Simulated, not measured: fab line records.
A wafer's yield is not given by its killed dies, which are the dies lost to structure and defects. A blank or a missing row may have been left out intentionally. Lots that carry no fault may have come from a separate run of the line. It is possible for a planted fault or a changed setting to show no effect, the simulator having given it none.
A lot that was struck, set against a sound lot + flow sky130 + 39 out of 708 route steps
Sound: the wafers L934.1, L934.2, L934.6. The struck wafers were L928.1, L928.3, L928.6. The cause comes at the end.
Per side, at each step with rows, come the tool, then ch with its chambers, and then its first start. Under that, the readings that differ: sound wafers + struck wafers + difference of the means + sigmas: that difference in standard deviations of wafers without a fault.
alike: a reading whose means differ by less than 2 such deviations, as well as words and numbers matching on both sides. not compared: withheld readings; readings where some wafer has no value; bounds like >300 that might hide an equal value; numbers whose values overlap and for which the record gives no deviation.
Wherever a step has rows on one side only, a row that says differs or no value, or a row with sigmas, the two part there. When numbers do not overlap yet have no deviation, they are printed without sigmas and do not part them. A reading missing from all wafers of one side parts the sides only when that side holds two or more wafers.

first, 10 steps without rows for these wafers: SKY_VT_ADJUST_LVTN_HMDS_01 (prime time 60 s); SKY_VT_ADJUST_LVTN_COAT_02 (resist thk 3000 nm); SKY_VT_ADJUST_LVTN_SOFTBAKE_03; SKY_VT_ADJUST_LVTN_EXPOSE_04 (exposes mask NWM COMPLEMENT LESS NATIVE, target cd 840 nm); SKY_VT_ADJUST_LVTN_PEB_05; SKY_VT_ADJUST_LVTN_DEVELOP_06 (develop time 60 s); SKY_VT_ADJUST_LVTN_IMPLANT_08; SKY_VT_ADJUST_LVTN_STRIP_09 (strips in O2/N2); SKY_VT_ADJUST_LVTN_DEHYDRATE_11 (time 60 s); SKY_VT_ADJUST_LVTN_HMDS_12 (prime time 60 s).
SKY_VT_ADJUST_LVTN_COAT_13: resist thk 1140 nm.
  sound on lithoTrack-01 ch 0, day 13 00:10; struck on lithoTrack-01, day 11 02:40
  no value came back on the struck wafers for chillPlateTempC (C), dispensePressureKPa (kPa), spinSpeedRpm (rpm); on the sound wafers chillPlateTempC (C) reads 22.91 23.00 22.89
then, 4 steps without rows for these wafers: SKY_VT_ADJUST_LVTN_SOFTBAKE_14 (time 60 s); SKY_VT_ADJUST_LVTN_EXPOSE_15 (exposes mask HVN STD DERIVED, target cd 600 nm); SKY_VT_ADJUST_LVTN_PEB_16; SKY_VT_ADJUST_LVTN_DEVELOP_17 (develop time 60 s).
SKY_VT_ADJUST_LVTN_OVL_MEAS_18:
  sound: overlay-02 at day 13 12:10; struck: overlay-02 at day 11 14:55
| reading                    | sound        | struck | difference                    | sigmas |
|----------------------------|--------------|--------|-------------------------------|--------|
| VT_ADJUST_LVTN_01_OVL (nm) | 2.2 -0.1 0.3 | - - -  | no value on the struck wafers |        |
then, 11 steps without rows for these wafers: SKY_VT_ADJUST_LVTN_IMPLANT_19; SKY_VT_ADJUST_LVTN_STRIP_20 (strips in O2/N2); SKY_VT_ADJUST_NCORE_DEHYDRATE_00 (time 60 s); SKY_VT_ADJUST_NCORE_HMDS_01 (prime time 60 s); SKY_VT_ADJUST_NCORE_COAT_02 (resist thk 1140 nm); SKY_VT_ADJUST_NCORE_SOFTBAKE_03 (time 60 s); SKY_VT_ADJUST_NCORE_EXPOSE_04 (exposes mask LVTN COMPLEMENT THIN, target cd 380 nm); SKY_VT_ADJUST_NCORE_PEB_05; SKY_VT_ADJUST_NCORE_DEVELOP_06 (develop time 60 s); SKY_VT_ADJUST_NCORE_IMPLANT_09; SKY_VT_ADJUST_NCORE_STRIP_10 (strips in O2/N2).
SKY_VT_ADJUST_NCORE_TW_MEAS_11:
  sound: filmMetro-04 at day 14 13:56; struck: filmMetro-01 at day 12 15:31
| reading            | sound             | struck            | difference | sigmas |
|--------------------|-------------------|-------------------|------------|--------|
| VT_ADJUST_NCORE_TW | 219.1 218.4 219.8 | 251.1 250.2 251.1 | +31.7      | +33    |
then, 7 steps without rows for these wafers: SKY_VT_ADJUST_HVTR_DEHYDRATE_00 (time 60 s); SKY_VT_ADJUST_HVTR_HMDS_01 (prime time 60 s); SKY_VT_ADJUST_HVTR_COAT_02 (resist thk 1140 nm); SKY_VT_ADJUST_HVTR_SOFTBAKE_03 (time 60 s); SKY_VT_ADJUST_HVTR_EXPOSE_04 (exposes mask HVTRM, target cd 380 nm); SKY_VT_ADJUST_HVTR_PEB_05; SKY_VT_ADJUST_HVTR_DEVELOP_06 (develop time 60 s).
SKY_VT_ADJUST_HVTR_TW_MEAS_11:
  sound: filmMetro-04 at day 15 16:16; struck: filmMetro-02 at day 13 15:40
| reading           | sound             | struck            | difference | sigmas |
|-------------------|-------------------|-------------------|------------|--------|
| VT_ADJUST_HVTR_TW | 213.6 212.9 213.4 | 246.3 245.0 245.4 | +32.3      | +33    |
SKY_VT_ADJUST_PCH_TW_MEAS_10:
  sound: filmMetro-03 at day 16 19:29; struck: filmMetro-02 at day 14 17:56
| reading          | sound             | struck            | difference | sigmas |
|------------------|-------------------|-------------------|------------|--------|
| VT_ADJUST_PCH_TW | 144.1 143.8 144.2 | 205.1 205.7 204.7 | +61.1      | +89    |
SKY_SONOS_TUNNEL_TW_MEAS_12:
  sound: filmMetro-02 at day 18 00:28; struck: filmMetro-02 at day 15 19:57
| reading         | sound             | struck            | difference | sigmas |
|-----------------|-------------------|-------------------|------------|--------|
| SONOS_TUNNEL_TW | 198.6 197.8 198.1 | 235.5 236.9 236.4 | +38.1      | +40    |
-- a jump in the record: the struck wafers' starts before and after are 33 days apart (it breaks off in module SONOS_TUNNEL and resumes in module PAD_OPEN, where the first step shown is number 708 of the route) --
SKY_PAD_OPEN_PROBE_99:
  sound: prober-01 at day 50 06:42; struck: prober-01 at day 49 01:55
| reading                              | sound                        | struck                        | difference | sigmas |
|--------------------------------------|------------------------------|-------------------------------|------------|--------|
| killedAtFrontEnd                     | 6 16 13                      | 415 420 421                   | +407       | +92    |
| killedDies                           | 91 86 80                     | 492 492 492                   | +406       | +47    |
| killedOnRim                          | 18 18 21                     | 96 96 96                      | +77        | +22    |
| model.etest.nfet_16v.rOnOhmUm        | 1.413e+04 1.412e+04 1.41e+04 | 1.551e+04 1.538e+04 1.539e+04 | +1.310e+03 |        |
| model.etest.resPwdeUnderGate.rsOhmSq | 6229 6154 6200               | 5642 5655 5656                | -543       |        |
| model.etest.pfetG5v0d10v5.rOnOhmUm   | 4652 4640 4676               | 4489 4460 4508                | -170       |        |
| model.etest.tipP.rsOhmSq             | 6671 6691 6686               | 6623 6640 6602                | -61        |        |
| model.etest.tipSonos.rsOhmSq         | 2534 2516 2570               | 2752 2705 2701                | +179       |        |
| model.etest.nfet_05v0_nvt.driveUaUm  | 589.1 596.6 586.4            | 533.7 546.9 545.5             | -48.7      |        |
| model.etest.sonosUncharged.rOnOhmUm  | 819 792.7 829                | 875.7 845.8 849               | +43.3      |        |
  alike: killed_at_M0_to_M3, killed_at_M4_up, killedAtContacts, killedAtOther, killedOpen, killedShort
  not compared: model.etest.tip_p_5v.rsOhmSq

== WHERE THEY PART ==
First at SKY_VT_ADJUST_LVTN_COAT_13; last, within this record, at SKY_PAD_OPEN_PROBE_99.

WHY: whatever the simulator had introduced
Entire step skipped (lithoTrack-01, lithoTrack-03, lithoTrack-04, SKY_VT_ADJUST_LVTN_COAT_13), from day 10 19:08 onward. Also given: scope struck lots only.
